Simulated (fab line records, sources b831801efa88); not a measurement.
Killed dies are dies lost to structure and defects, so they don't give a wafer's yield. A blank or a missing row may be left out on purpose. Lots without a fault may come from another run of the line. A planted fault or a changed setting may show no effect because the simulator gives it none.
Tool commonality check | flow sky130 | 13 lots, 39 wafers sampled

WHY IT WAS OPENED
At SKY_SD_P_TW_MEAS_11 the reading SD_P_TW is flagged on 1 of 13 lots. Wafers without a fault read 2829, standard deviation 14.
Rule: a lot is flagged when every wafer of it that has a number lies more than 4 standard deviations from that mean, or none has a number. The other lots count as sound.

lot  | measured     | on            | SD_P_TW, wafer by wafer | flag
L688 | day 25 10:01 | film_metro-04 | 2831 2835 2838          |
L689 | day 25 16:19 | film_metro-01 | 2820 2834 2814          |
L690 | day 26 07:00 | film_metro-01 | 2819 2812 2818          |
L694 | day 27 10:05 | film_metro-03 | 2839 2827 2816          |
L695 | day 27 20:37 | film_metro-04 | 2834 2838 2830          |
L698 | day 29 02:29 | film_metro-04 | 2844 2834 2842          |
L697 | day 29 06:04 | film_metro-01 | 30 30 30                | FLAGGED
L702 | day 30 11:37 | film_metro-01 | 2825 2817 2817          |
L704 | day 30 22:53 | film_metro-04 | 2846 2853 2843          |
L708 | day 32 01:38 | film_metro-01 | 2807 2813 2809          |
L709 | day 32 11:01 | film_metro-03 | 2812 2833 2815          |
L710 | day 32 18:32 | film_metro-01 | 2841 2817 2837          |
L711 | day 33 02:07 | film_metro-01 | 2822 2832 2820          |
The numbers of the flagged lots are 30 on average: -2799 against the usual, or -99 or more standard deviations.

WHICH TOOL RAN EACH LOT
The record holds 1 process step before the reading, out of a route of 708 steps. In each cell: the tool, then ch and the chambers that the sampled wafers went through, then the start.
lot  | flag    | SKY_SD_P_EXPOSE_04
L688 |         | iline_stepper-01 ch 0, day 24 18:28
L689 |         | iline_stepper-02 ch 0, day 25 01:14
L690 |         | iline_stepper-02 ch 0, day 25 16:22
L694 |         | iline_stepper-02 ch 0, day 26 19:44
L695 |         | iline_stepper-01 ch 0, day 27 06:28
L698 |         | iline_stepper-02 ch 0, day 28 12:37
L697 | FLAGGED | iline_stepper-02 ch 0, day 28 15:21
L702 |         | iline_stepper-02 ch 0, day 29 21:48
L704 |         | iline_stepper-02 ch 0, day 30 09:14
L708 |         | iline_stepper-02 ch 0, day 31 11:46
L709 |         | iline_stepper-01 ch 0, day 31 21:44
L710 |         | iline_stepper-02 ch 0, day 32 05:07
L711 |         | iline_stepper-02 ch 0, day 32 12:32
What these steps do:
- SKY_SD_P_EXPOSE_04: exposes mask PSDM, target cd 380 nm.
- SKY_SD_P_TW_MEAS_11

FLAGGED OVER TOTAL, TOOL BY TOOL (the gauges that took the reading come last)
step                | tool             | lots run | flagged | share of the flagged lots | sound lots run after its first flagged lot
SKY_SD_P_EXPOSE_04  | iline_stepper-01 | 3        | 0       | none                      | -
SKY_SD_P_EXPOSE_04  | iline_stepper-02 | 10       | 1       | all                       | 5 (L702,L704,L708,L710,L711)
SKY_SD_P_TW_MEAS_11 | film_metro-01    | 7        | 1       | all                       | 4 (L702,L708,L710,L711)
SKY_SD_P_TW_MEAS_11 | film_metro-03    | 2        | 0       | none                      | -
SKY_SD_P_TW_MEAS_11 | film_metro-04    | 4        | 0       | none                      | -

WHAT THE TABLE ALLOWS
2 rows of the table ran every flagged lot: iline_stepper-02 at SKY_SD_P_EXPOSE_04, film_metro-01 at SKY_SD_P_TW_MEAS_11.
- iline_stepper-02 at SKY_SD_P_EXPOSE_04: 1 of its 10 lots flagged. Sound lots ran on it after the first flagged one (L702, L704, L708, L710, L711), which a lasting fault on the whole tool wouldn't allow.
- film_metro-01 at SKY_SD_P_TW_MEAS_11: 1 of its 7 lots flagged. Sound lots ran on it after the first flagged one (L702, L708, L710, L711), which a lasting fault on the whole tool wouldn't allow.
No row of the table ran every flagged lot and no sound lot after the first.

WHAT THE SIMULATOR HAD PUT IN
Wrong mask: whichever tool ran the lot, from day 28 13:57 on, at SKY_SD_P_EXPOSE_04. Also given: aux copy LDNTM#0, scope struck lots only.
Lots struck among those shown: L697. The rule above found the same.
